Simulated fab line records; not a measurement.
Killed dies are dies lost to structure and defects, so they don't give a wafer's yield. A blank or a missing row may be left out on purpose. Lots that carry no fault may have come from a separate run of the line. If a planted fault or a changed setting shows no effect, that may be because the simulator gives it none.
Chamber matching + flow gf180mcu + pecvd-03 running GF_PASSIVATION_CVD_00: 3 sister chambers
The step deposits SiO2 from TEOS, target thk 1000 nm, time 116.6 s. 6 wafers are shown with their chamber, then 7 later ones without.

== WAFERS, EACH WITH ITS CHAMBER ==
| wafer  | chamber | heater_power_w (W) |
|--------|---------|--------------------|
| L582.6 | 2       | 777                |
| L587.1 | 2       | 711                |
| L587.4 | 0       | 807                |
| L587.5 | 1       | 613                |
| L589.1 | 0       | 886                |
| L589.3 | 1       | 767                |

== WAFERS WITH NO CHAMBER GIVEN ==
| wafer  | heater_power_w (W) |
|--------|--------------------|
| L589.5 | 729                |
| L590.3 | 642                |
| L590.5 | 886                |
| L590.6 | 705                |
| L595.1 | 726                |
| L595.3 | 672                |
| L595.6 | 768                |

== EACH ONE'S CHAMBER ==
| wafer  | from the rows above          | in truth |
|--------|------------------------------|----------|
| L589.5 | can't be placed: 2 or 1 or 0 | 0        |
| L590.3 | can't be placed: 1 or 2      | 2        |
| L590.5 | can't be placed: 0 or 2      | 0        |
| L590.6 | can't be placed: 1 or 2 or 0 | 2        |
| L595.1 | can't be placed: 2 or 1 or 0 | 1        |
| L595.3 | can't be placed: 1 or 2      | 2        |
| L595.6 | can't be placed: 2 or 1 or 0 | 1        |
0 of 7 placed correctly. From these rows, 7 cannot be placed; in 7 the true chamber is one of the candidates. 0 placed wrongly.
How it was worked out, from the rows above alone: a wafer's distance from a chamber is the root of the sum, over the readings, of the square of ((its reading less the chamber's mean) divided by the reading's scatter). If the next closest chamber is less than 2 further off than the closest, the wafer can't be placed; otherwise it belongs to the closest. The mean given for a chamber averages the wafers shown for that chamber. The scatter: take each reading less its chamber's mean, square it, sum over the shown wafers, divide by the number of wafers less the number of chambers, and take the root.
